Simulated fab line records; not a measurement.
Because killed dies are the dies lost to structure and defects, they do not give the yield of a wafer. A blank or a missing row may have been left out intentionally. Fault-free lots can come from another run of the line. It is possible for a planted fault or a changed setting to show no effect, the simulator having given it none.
8D (eight disciplines) problem report, filled in by code || flow sfq_line || the parts of the form that need people (team, actions taken, sign-off) are left out

## 1. WHAT IS WRONG
Across 6 wafers from 2 lots, M1_NB_RS at SFQ_M1_RS_MEAS_909 averages 1.958 ohm/sq, while fault-free wafers read 0.893 ohm/sq with a standard deviation of 0.0095. That is +99 or more standard deviations from the usual mean.
The step: measures by four-point-probe.
First seen on wafer L738.1, day 11 05:24, on film_metro-04. At this step, 42 wafers from 14 lots have a number in the record. Rule for "out", or "out of limits": more than 4 standard deviations from the usual mean. The rest of the wafers with a number are treated as sound.

## 2. WHAT IT IS, AND WHAT IT ISN'T
{"question": "which readings at this step", "is": "M1_NB_RS", "is not": "-"}
{"question": "which lots", "is": "L738, L739", "is not": "L729, L730, L731, L732, L733, L734, L735, L745, L747, L748, L751, L752"}
{"question": "which wafers of those lots", "is": "all that have a number", "is not": "-"}
{"question": "read on which gauges", "is": "film_metro-03, film_metro-04", "is not": "film_metro-01"}
{"question": "when", "is": "from day 11 05:24", "is not": "up to then (21 sound wafers); but 15 sound wafers of L745, L747, L748, L751, L752 came after"}

## 3. THE SUSPECTS, EACH WITH WHAT RULES IT OUT
Counting: a tool stays on the suspect list if, at a process step up to the reading, it processed all lots that are out and no sound lot following the first of them.
- the gauge at SFQ_M1_RS_MEAS_909 has been ruled out. Those wafers that are out were read across 2 gauges (film_metro-03, film_metro-04).
- pvd_sputter-05 at SFQ_TRILAYER_M1_DEP_SPUTTER_037 (material Nb, target thk 200 nm, time 133.3 s): ruled out as a lasting fault. Sound lots L747, L751, L752 ran on it after its first lot that is out, L738 (day 11 05:19).
Left after counting: nothing in the record.

## 4. THE CAUSE (what the simulator had put in)
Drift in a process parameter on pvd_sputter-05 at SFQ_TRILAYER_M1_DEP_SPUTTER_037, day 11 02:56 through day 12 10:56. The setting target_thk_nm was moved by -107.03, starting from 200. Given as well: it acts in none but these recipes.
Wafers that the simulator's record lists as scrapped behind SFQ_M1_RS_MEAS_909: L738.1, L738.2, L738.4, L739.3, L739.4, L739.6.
It was ruled out by counting, in error; the rule expects a fault to strike all lots run on its tool from its start on, and this fault did not.

## 5. THE CHAIN OF EFFECTS, in route order
Each row: a reading where the mean over the struck wafers with a number is more than 3 standard deviations away from the usual. Scope: only readings with a usual standard deviation given in the record; hours: median across lots of the time from each lot's start at the first step in this table that gives one to its start at this step; sigmas: change in usual standard deviations.
{"hours": 0, "step": "SFQ_M1_RS_MEAS_909", "reading": "M1_NB_RS", "usual": "0.893 ohm/sq", "on struck wafers": 1.958, "change": "+1.065", "sigmas": "+99 or more"}

## 6. HOW IT WOULD HAVE BEEN CAUGHT EARLIER
The first out-of-limits reading at a measuring or inspecting step in this record came at day 11 05:24, 2 hours after the fault's start at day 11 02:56.
Tool readings at SFQ_TRILAYER_M1_DEP_SPUTTER_037 with a usual standard deviation given in the record: none out on any struck wafer, hence no alarm at a limit of 4 standard deviations on them.
